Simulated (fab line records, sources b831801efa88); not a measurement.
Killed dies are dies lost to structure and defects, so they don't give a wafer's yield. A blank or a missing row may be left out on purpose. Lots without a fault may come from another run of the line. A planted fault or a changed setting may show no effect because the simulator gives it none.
Split-lot experiment | flow sky130 | 5 lots, 23 wafers read, on a route of 708 steps

THE SPLIT
At SKY_LDD_N_IMPLANT_13, the setting energy_kev was moved away from the recipe's 50 on 10 of the 23 wafers read, by -5.0% to +5.8%. The other wafers ran this setting at the recipe's value.

The reading is taken at the split's own step.

THE READING
implant.drp_nm (the simulator's own value, which no gauge read), in nm, at SKY_LDD_N_IMPLANT_13. The file gives no usual value for it.

wafer  | tool, chamber at the split | energy_kev as run | against the recipe | implant.drp_nm, nm | against lot-mates on the recipe
L074.1 | implanter-02, 0            | 50                | recipe             | 18.83              | -
L074.2 | implanter-02, 0            | 50                | recipe             | 18.83              | -
L074.6 | implanter-02, 0            | 50                | recipe             | 18.83              | -
L074.3 | implanter-02, 0            | 47.52             | -5.0%              | 18.15              | -0.68
L074.5 | implanter-02, 0            | 47.52             | -5.0%              | 18.15              | -0.68
L079.2 | implanter-04, 0            | 50                | recipe             | 18.83              | -
L079.4 | implanter-04, 0            | 50                | recipe             | 18.83              | -
L079.5 | implanter-04, 0            | 50                | recipe             | 18.83              | -
L082.1 | implanter-04, 0            | 52.89             | +5.8%              | 19.63              | +0.80
L082.3 | implanter-04, 0            | 52.89             | +5.8%              | 19.63              | +0.80
L082.2 | implanter-04, 0            | 50                | recipe             | 18.83              | -
L082.4 | implanter-04, 0            | 50                | recipe             | 18.83              | -
L082.6 | implanter-04, 0            | 50                | recipe             | 18.83              | -
L081.1 | implanter-02, 0            | 50                | recipe             | 18.83              | -
L081.6 | implanter-02, 0            | 50                | recipe             | 18.83              | -
L081.2 | implanter-02, 0            | 49.05             | -1.9%              | 18.57              | -0.26
L081.3 | implanter-02, 0            | 49.05             | -1.9%              | 18.57              | -0.26
L081.4 | implanter-02, 0            | 49.05             | -1.9%              | 18.57              | -0.26
L084.1 | implanter-01, 0            | 47.64             | -4.7%              | 18.18              | -0.65
L084.3 | implanter-01, 0            | 47.64             | -4.7%              | 18.18              | -0.65
L084.4 | implanter-01, 0            | 47.64             | -4.7%              | 18.18              | -0.65
L084.2 | implanter-01, 0            | 50                | recipe             | 18.83              | -
L084.6 | implanter-01, 0            | 50                | recipe             | 18.83              | -

THE FIT
A straight line over all 23 wafers: implant.drp_nm changes by +0.138 nm for each +1% of energy_kev; r = +1.00; the points scatter about the line by 0.0014 nm.
The same after taking each lot's own level away (the mean of its wafers on the recipe; 23 wafers): +0.138 nm for each +1%; r = +1.00; scatter 0.0014 nm.
On that fit, the largest move of energy_kev shifts the reading by 0.8 nm.
The lots' own levels span 18.830 to 18.830 nm.
So the lot-to-lot level changes the slope little: the two slopes agree.
Check: with one of the wafers moved furthest among these (+5.8%) left out of the fit, the line predicts +0.797 nm for it against its lot-mates. It came out at +0.8 nm against them.

OTHER SPLITS ON THESE WAFERS
These wafers also went through other splits before the reading. Each is held against what the fit with the lots' levels taken away leaves over:
other split on the same wafers             | wafers away from the commonest value | r with implant.drp_nm (lot level and that fit taken away)
SKY_VT_ADJUST_LVTN_STRIP_20 o2_flow_sccm   | 6                                    | -0.03
SKY_VT_ADJUST_HVTR_COAT_02 resist_thk_nm   | 9                                    | +0.16
SKY_VT_ADJUST_HVTR_IMPLANT_09 dose_cm2     | 8                                    | +0.03
SKY_VT_ADJUST_PCH_STRIP_09 power_w         | 7                                    | -0.40
SKY_SONOS_TUNNEL_DEVELOP_06 develop_time_s | 9                                    | -0.01
SKY_SONOS_ONO_CVD_02 time_s                | 15                                   | -0.04
SKY_GATE_OXIDE_OXIDATION_01 ox_time_s      | 18                                   | -0.06
SKY_GATE_OXIDE_IMPLANT_11 dose_cm2         | 11                                   | +0.24
SKY_RES_PROTECT_COAT_02 spin_rpm           | 5                                    | -0.41
SKY_POLY_GATE_IMPLANT_02 dose_cm2          | 9                                    | +0.35

THE WHOLE CHAIN: every reading that the file lists as answering this split, in the file's order
step                 | what it does | reading                                                         | change (the file's fit)               | r (the file's)
SKY_LDD_N_IMPLANT_13 |              | implant.rp_nm (the simulator's own value, which no gauge read)  | +0.321 nm for each +1% of the setting | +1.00
SKY_LDD_N_IMPLANT_13 |              | implant.drp_nm (the simulator's own value, which no gauge read) | +0.138 nm for each +1% of the setting | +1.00

THE FILE'S OWN FIT
implant.drp_nm changes by +0.138 nm for each +1% of energy_kev, r = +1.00.
